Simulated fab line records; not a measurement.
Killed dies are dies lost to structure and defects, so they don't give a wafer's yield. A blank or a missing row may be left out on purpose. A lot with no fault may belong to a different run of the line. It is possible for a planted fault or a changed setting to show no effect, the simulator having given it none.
Chamber matching	flow sky130	SKY_VIA3_CMP_02 on cmp-02: 4 sister chambers
The step polishes SiO2. 4 wafers are shown with their chamber, then 12 later ones without.

WAFERS WITH THEIR CHAMBER
wafer	chamber	motorCurrentA (A)
L080.3	0	14.7
L087.3	2	10.0
L088.3	1	13.5
L088.5	3	11.9

WAFERS WHOSE CHAMBER IS MISSING
wafer	motorCurrentA (A)
L089.1	11.2
L089.2	10.4
L089.4	15.0
L091.1	14.8
L091.4	11.4
L091.5	15.1
L092.3	13.2
L092.4	10.1
L092.5	10.5
L094.1	15.5
L094.5	12.4
L094.6	10.1

WHICH CHAMBER EACH ONE RAN IN
wafer	from the rows above	in truth
L089.1	can't be placed: 3 or 2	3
L089.2	2	2
L089.4	0	0
L091.1	0	0
L091.4	3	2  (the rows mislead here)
L091.5	0	0
L092.3	1	1
L092.4	2	2
L092.5	2	2
L094.1	0	0
L094.5	can't be placed: 3 or 1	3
L094.6	2	2
Correct placement for 9 of the 12. Not placeable from these rows: 2 (in 2, the candidates include the true chamber). 1 placed wrongly.
How it was worked out, from the rows above alone: a wafer's distance from a chamber is the root of the sum, over the readings, of the square of ((its reading less the chamber's mean) divided by the reading's scatter). If the next closest chamber is less than 2 further off than the closest, the wafer can't be placed; otherwise it belongs to the closest. For every chamber, the mean is computed from those of its wafers that are shown. The scatter: root of mean squared gap, hidden wafer to nearest shown wafer, with one shown wafer a chamber.
